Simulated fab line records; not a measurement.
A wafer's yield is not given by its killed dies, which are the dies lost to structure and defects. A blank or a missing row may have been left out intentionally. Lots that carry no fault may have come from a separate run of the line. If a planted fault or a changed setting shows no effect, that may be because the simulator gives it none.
fab line records	flow sky130
record: lots: 9	wafers: 27	lastDay: 50
route steps=708 shown METAL2@487 VIA2@513
lots with no fault: from the same line, run without faults
startH: the number of hours between the record's first day and the start of the first shown wafer of the lot	waitH: hours elapsed since this lot's preceding step	" repeats the value in the row above	L1.1+2: one row covering several wafers at once	- either no value or no given start	* or withheld: withheld	< > ~ a bound
route shown NAME@n: names a module that has steps shown in the file, with the first one's number in the route	usual: mean and standard deviation over wafers with no fault	same: alike in all rows	chamber/n: place in a boat	sites: readings site by site	_std_site: the standard deviation of these	_edge_site: outer sites' mean less inner sites'	radiusMm: for every site, how far away it sits from the centre of the wafer	mask NAME#n: copy n	behind: tool/chamber where the wafer was last shaped	hold: reason for holding the lot/hours on hold/outcome of the hold	device: transistor that didn't switch, given as n, p or np	end of line: the route-end tests of the same wafers	a step without rows: its recipe alone	killed: not the wafer's yield, but the dies lost to structure and defects at the first sort	map: dies across one wafer; x = killed, . = not, _ = none there
set.NAME: setting as actually run; set.NAME@STEP: the setting as run at that earlier step	model.NAME: the simulator's own value behind a step, which no gauge read
route steps across a sampled set of lots; one table per step, one row per wafer
services: when a tool's chamber went out of use (startH, in hours from the record's first day, below 0 if earlier), for how many hours, and the reason
== steps ==
step: SKY_METAL2_SPUTTER_04
recipe: material: TiN	targetThkNm: 70	powerW: 6500	timeS: 58.3	chamberPressurePa: 0.4
usual: throttleValvePct: 30.0/1.4
lot.wafer	tool	chamber	startH	waitH	throttleValvePct
L688.1	pvdSputter-01	-	797.73	0.0	29.4
L688.3	"	-	"	"	26.3
L688.5	"	-	"	"	29.1
L696.4	pvdSputter-03	-	861.59	0.0	28.3
L696.5	"	-	"	"	31.0
L696.6	"	-	"	"	31.2
L698.1	pvdSputter-04	-	872.55	0.0	31.0
L698.3	"	-	"	"	29.6
L698.5	"	-	"	"	29.8
L705.1	pvdSputter-01	-	925.85	0.0	30.1
L705.4	"	-	"	"	29.2
L705.5	"	-	"	"	29.3
L706.3	pvdSputter-01	-	928.62	0.0	28.8
L706.4	"	-	"	"	26.5
L706.5	"	-	"	"	29.1
L707.3	pvdSputter-04	-	939.08	0.0	30.7
L707.4	"	-	"	"	29.5
L707.6	"	-	"	"	29.5
L709.1	pvdSputter-03	-	956.39	0.0	31.2
L709.4	"	-	"	"	31.0
L709.6	"	-	"	"	27.9
L710.1	pvdSputter-03	-	969.07	0.0	31.2
L710.5	"	-	"	"	31.7
L710.6	"	-	"	"	31.2
L711.3	pvdSputter-03	-	975.45	0.0	31.2
L711.4	"	-	"	"	31.6
L711.5	"	-	"	"	31.0
step: SKY_METAL2_OVL_MEAS_16
usual: METAL2_OVL: 1/5.4
lot.wafer	tool	chamber	startH	waitH	METAL2_OVL[nm]
L688.1	overlay-01	-	824.91	0.1	-6
L688.3	"	-	"	"	-2
L688.5	"	-	"	"	0
L696.4	overlay-02	-	887.50	0.2	-12
L696.5	"	-	"	"	-3
L696.6	"	-	"	"	-6
L698.1	overlay-02	-	898.51	0.1	7
L698.3	"	-	"	"	2
L698.5	"	-	"	"	2
L705.1	overlay-02	-	950.61	0.1	-5
L705.4	"	-	"	"	-2
L705.5	"	-	"	"	-2
L706.3	overlay-02	-	953.52	0.1	3
L706.4	"	-	"	"	-2
L706.5	"	-	"	"	0
L707.3	overlay-01	-	963.77	0.1	7
L707.4	"	-	"	"	-5
L707.6	"	-	"	"	-3
L709.1	overlay-01	-	981.01	0.1	-4
L709.4	"	-	"	"	1
L709.6	"	-	"	"	0
L710.1	overlay-02	-	993.01	0.1	8
L710.5	"	-	"	"	3
L710.6	"	-	"	"	-1
L711.3	overlay-02	-	999.42	0.1	-1
L711.4	"	-	"	"	0
L711.5	"	-	"	"	6
step: SKY_VIA2_COAT_06
recipe: resist: BARC	tempC: withheld	timeS: withheld	spinRpm: 3000	resistThkNm: 60
usual: spinSpeedRpm: 3000.1/2.2
lot.wafer	tool	chamber	startH	waitH	spinSpeedRpm
L688.1	lithoTrack-02	0	838.34	0.1	3001.9
L688.3	"	0	"	"	2998.5
L688.5	"	0	"	"	2997.2
L696.4	lithoTrack-01	0	901.33	0.1	2666.9
L696.5	"	0	"	"	2666.8
L696.6	"	0	"	"	2663.4
L698.1	lithoTrack-01	0	912.30	0.1	2663.1
L698.3	"	0	"	"	2661.1
L698.5	"	0	"	"	2662.7
L705.1	lithoTrack-02	0	963.99	0.1	2999.2
L705.4	"	0	"	"	3000.4
L705.5	"	0	"	"	2999.9
L706.3	lithoTrack-02	0	966.14	0.1	2998.5
L706.4	"	0	"	"	3000.9
L706.5	"	0	"	"	2999.9
L707.3	lithoTrack-02	0	977.14	0.1	2998.6
L707.4	"	0	"	"	3002.0
L707.6	"	0	"	"	3000.9
L709.1	lithoTrack-01	0	993.20	0.1	3000.6
L709.4	"	0	"	"	2998.8
L709.6	"	0	"	"	3000.5
L710.1	lithoTrack-01	0	1005.65	0.1	3002.4
L710.5	"	0	"	"	3003.9
L710.6	"	0	"	"	3000.9
L711.3	lithoTrack-02	0	1011.69	0.1	2999.5
L711.4	"	0	"	"	2998.0
L711.5	"	0	"	"	3003.2
step: SKY_VIA2_ETCH_14
recipe: chemistry: N2/H2	target: BARC	ionEnergyEv: 200	sourceW: 500	biasW: 100	pressureMtorr: 30	n2FlowSccm: 100	h2FlowSccm: 200	stopOn: SiO2	timeS: 45.9	targetDepthA: 600
usual: biasW: 99.99/0.27	drypumpMotorCurrentA: 6.0/0.47	n2FlowSccm: 100.01/0.29	oesProductAu: 0.855/0.0047	throttleValvePct: 13.224/0.0088
lot.wafer	tool	chamber	startH	waitH	biasW	drypumpMotorCurrentA	n2FlowSccm	oesProductAu	rfHoursCounterH	throttleValvePct
L688.1	rieDiel-03	3	852.40	0.0	99.52	6.4	100.17	0.850	2	13.213
L688.3	"	0	"	"	99.82	5.7	100.21	0.856	9	13.247
L688.5	"	0	"	"	99.36	5.7	100.12	0.854	-	13.253
L696.4	rieDiel-04	3	913.80	0.0	99.87	5.2	100.42	0.880	12	13.221
L696.5	"	2	"	"	99.85	5.9	99.87	0.892	-	13.240
L696.6	"	3	"	"	99.77	5.2	100.49	0.884	-	13.232
L698.1	rieDiel-01	1	925.06	0.0	99.88	6.5	100.39	0.881	23	13.231
L698.3	"	0	"	"	100.13	6.2	100.22	0.883	23	13.243
L698.5	"	1	"	"	99.84	6.5	100.22	0.885	-	13.220
L705.1	rieDiel-03	0	976.60	0.0	100.50	5.7	100.18	0.855	13	13.223
L705.4	"	3	"	"	100.02	6.4	99.84	0.856	7	13.228
L705.5	"	1	"	"	100.34	6.6	99.66	0.855	-	13.228
L706.3	rieDiel-01	0	979.41	0.0	99.79	6.2	100.01	0.861	24	13.219
L706.4	"	3	"	"	99.73	5.4	100.16	0.860	5	13.228
L706.5	"	1	"	"	100.15	6.5	99.94	0.857	-	13.228
L707.3	rieDiel-03	0	989.25	0.0	100.05	5.7	99.99	0.857	14	13.233
L707.4	"	1	"	"	100.27	6.7	99.65	0.854	10	13.226
L707.6	"	3	"	"	99.65	6.4	100.18	0.857	-	13.216
L709.1	rieDiel-03	1	1005.35	0.0	99.73	6.6	99.79	0.858	11	13.225
L709.4	"	0	"	"	100.42	5.8	100.43	0.855	14	13.226
L709.6	"	0	"	"	100.19	5.7	100.05	0.860	-	13.208
L710.1	rieDiel-01	3	1017.66	0.0	100.04	5.4	100.38	0.860	7	13.215
L710.5	"	0	"	"	99.92	6.2	100.30	0.856	-	13.238
L710.6	"	1	"	"	99.70	6.5	100.11	0.849	-	13.230
L711.3	rieDiel-01	0	1023.91	0.0	100.05	6.2	99.84	0.861	26	13.215
L711.4	"	2	"	"	99.96	5.9	100.11	0.851	23	13.237
L711.5	"	1	"	"	100.17	6.5	99.84	0.847	-	13.217
step: SKY_VIA2_STRIP_16
recipe: chemistry: O2/N2	powerW: 1400	pressureMtorr: 1500	platenTempC: withheld	o2FlowSccm: 3000	n2FlowSccm: 300	overashFraction: 0.5
usual: drypumpMotorCurrentA: 6.10/0.23	n2FlowSccm: 300.1/0.83	oesProductAu: 0.399/0.0051	stripTimeToEndpointS: 4.05/0.031
lot.wafer	tool	chamber	startH	waitH	drypumpMotorCurrentA	n2FlowSccm	oesProductAu	rfHoursCounterH	stripTimeToEndpointS
L688.1	plasmaAsher-01	0	852.50	0.0	5.83	298.5	0.397	10	4.06
L688.3	"	0	"	"	5.83	299.3	0.392	-	4.07
L688.5	"	0	"	"	5.80	298.1	0.398	-	4.09
L696.4	plasmaAsher-02	0	913.94	0.1	6.06	301.2	0.408	-	4.12
L696.5	"	1	"	"	6.32	299.1	0.400	-	4.12
L696.6	"	0	"	"	6.03	299.8	0.400	-	4.14
L698.1	plasmaAsher-02	0	925.16	0.0	6.10	300.4	0.409	114	4.11
L698.3	"	1	"	"	6.28	301.1	0.398	-	4.09
L698.5	"	0	"	"	6.05	298.9	0.394	-	4.11
L705.1	plasmaAsher-04	1	976.70	0.0	6.09	300.4	0.395	55	4.04
L705.4	"	1	"	"	6.11	301.4	0.394	-	4.03
L705.5	"	0	"	"	6.22	299.4	0.398	-	4.04
L706.3	plasmaAsher-04	0	979.55	0.1	6.25	300.0	0.403	-	4.02
L706.4	"	1	"	"	6.10	299.7	0.406	-	4.06
L706.5	"	1	"	"	6.12	299.4	0.395	-	4.01
L707.3	plasmaAsher-02	1	989.39	0.1	6.33	299.9	0.403	-	4.09
L707.4	"	0	"	"	6.03	299.8	0.399	-	4.07
L707.6	"	1	"	"	6.34	300.4	0.398	-	4.06
L709.1	plasmaAsher-02	0	1005.45	0.0	6.08	299.3	0.393	123	4.04
L709.4	"	0	"	"	6.11	300.7	0.391	-	4.07
L709.6	"	1	"	"	6.33	300.8	0.399	-	4.06
L710.1	plasmaAsher-04	1	1017.76	0.0	6.11	302.0	0.394	59	4.05
L710.5	"	0	"	"	6.26	300.9	0.389	-	4.04
L710.6	"	1	"	"	6.11	300.5	0.391	-	4.04
L711.3	plasmaAsher-04	0	1024.05	0.1	6.26	299.5	0.390	-	4.04
L711.4	"	1	"	"	6.11	300.0	0.398	-	4.03
L711.5	"	1	"	"	6.12	300.1	0.398	-	4.00
== services ==
tool	chamber	startH	hours	kind
plasmaAsher-01	-	774.43	13.9	repair
rieDiel-01	-	778.92	14.6	pm
rieDiel-01	3	798.02	-	clean
rieDiel-01	3	798.02	16.7	scheduledDown
rieDiel-01	3	798.02	16.7	ventCycle
plasmaAsher-04	-	801.75	8.8	repair
rieDiel-01	-	810.07	4.3	pm
pvdSputter-04	-	833.94	1.9	repair
rieDiel-01	2	835.60	8.4	repair
rieDiel-04	3	854.69	5.0	repair
pvdSputter-01	-	866.96	4.5	repair
pvdSputter-04	-	876.63	1.0	repair
rieDiel-01	0	882.78	15.6	repair
rieDiel-03	2	883.02	6.7	repair
plasmaAsher-04	-	884.83	2.8	pm
rieDiel-04	-	910.03	2.8	pm
pvdSputter-04	-	927.67	9.4	repair
pvdSputter-01	-	928.76	1.2	repair
pvdSputter-04	-	945.56	3.0	repair
plasmaAsher-01	-	952.92	3.6	repair
plasmaAsher-01	-	955.31	19.0	repair
plasmaAsher-01	-	961.11	3.3	repair
pvdSputter-04	-	1001.84	2.2	repair
rieDiel-04	2	1010.64	4.4	repair
== key ==
firstSign: step: SKY_VIA2_COAT_06	reading: spinSpeedRpm	direction: down	sigmas: 99+	usual: 3000.1	struck: 2664.0
effect: step: SKY_VIA2_ETCH_14	reading: oesProductAu	direction: up	sigmas: 6	usual: 0.855	struck: 0.884
metAt SKY_VIA2_COAT_06
struckLots L696,L698
sortLeftOut L698.1,L698.3,L698.5
notActingAt SKY_METAL2_SPUTTER_04,SKY_METAL2_OVL_MEAS_16,SKY_VIA2_STRIP_16
fault: kind: processParameterDrift	tool: lithoTrack-01	chamber: -	onsetH: 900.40	steps: SKY_VIA2_COAT_06	channel: spinRpm	offset: -334.26	shape: step	endH: 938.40	actsIn: theseRecipesOnly	stated: 3000
sortLeftOut: the simulated sort isn't trusted on such a fault, so these wafers' sort isn't shown, and their yield isn't known
